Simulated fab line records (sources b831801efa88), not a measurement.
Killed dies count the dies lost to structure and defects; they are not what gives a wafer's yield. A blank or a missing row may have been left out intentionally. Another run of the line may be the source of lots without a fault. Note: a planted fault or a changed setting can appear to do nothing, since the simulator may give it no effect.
One fault seen from 2 desks | flow sky130 | each desk holds nothing but its own numbers, with what lay behind them at the end

## THE TOOL OWNER'S DESK: implanter-03
The tool's own readings at SKY_SD_N_IMPLANT_09: means of the sampled wafers that have a number, for each lot that ran on this tool. Any lot whose mean is over 4 standard deviations away from the usual mean is out of limits and marked OUT; that distance is given in the brackets.
Columns: A = beam energy keV at SKY_SD_N_IMPLANT_09, usual 50.004
lot  | first seen here | A
L888 | day 28 23:56    | 50.024
L892 | day 29 08:35    | 50.015
L897 | day 31 04:29    | 53.166 (+99 or more) OUT
L899 | day 31 15:33    | 53.181 (+99 or more) OUT
L905 | day 35 03:17    | 50.006
L906 | day 35 05:35    | 49.997
L911 | day 35 13:53    | 50.003
Finding of this desk: L897, L899 out of limits; the first was L897 at day 31 04:29, on beam energy keV at SKY_SD_N_IMPLANT_09. In limits: L888, L892, L905, L906, L911.

## THE METROLOGY DESK
What the gauges read, lot by lot, whatever tool the lot ran on: means of the sampled wafers that have a number. Any lot whose mean is over 4 standard deviations away from the usual mean is out of limits and marked OUT; that distance is given in the brackets.
Columns: A = SD_N_RS at SKY_SD_N_RS_MEAS_16, usual 68.60 ohm/sq; B = RES_XHIGH_RS at SKY_SD_N_RS_MEAS_18, usual 333.7 ohm/sq; C = CONTACT_BOW at SKY_CONTACT_BOW_MEAS_05, usual 83 um
lot  | first seen here | A               | B     | C
L890 | day 28 21:10    | 68.69           | 332.8 | 85
L888 | day 29 00:38    | 68.58           | 334.0 | 82
L892 | day 29 09:16    | 68.61           | 332.8 | 84
L897 | day 31 05:10    | 66.59 (-17) OUT | 332.8 | 81
L899 | day 31 16:14    | 66.36 (-19) OUT | 334.1 | 84
L907 | day 35 02:21    | 68.66           | 333.6 | 83
L908 | day 35 03:22    | 68.67           | 334.4 | 80
L905 | day 35 03:58    | 68.42           | 335.0 | 84
L906 | day 35 06:16    | 68.62           | 331.9 | 78
L910 | day 35 06:40    | 68.54           | 333.1 | 93
L911 | day 35 14:34    | 68.44           | 332.4 | 83
Per this desk, out of limits: L897, L899; the first was L897, day 31 05:10 (SD_N_RS at SKY_SD_N_RS_MEAS_16). In limits: L890, L888, L892, L907, L908, L905, L906, L910, L911.

## TAKEN TOGETHER
An alarm could have come from the tool owner's desk at day 31 04:29, on L897, L899.
At day 31 05:10 the metrology desk could have sounded an alarm, on L897, L899.
All the named lots went through SKY_SD_N_IMPLANT_09 on implanter-03.

## WHAT THE SIMULATOR PUT IN
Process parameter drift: implanter-03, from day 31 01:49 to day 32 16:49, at SKY_SD_N_IMPLANT_09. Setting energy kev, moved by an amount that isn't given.
Shown lots that were struck: L897, L899.
Hours from the fault's start to each desk's first reading out of limits: the tool owner's desk, 3; the metrology desk, 3.
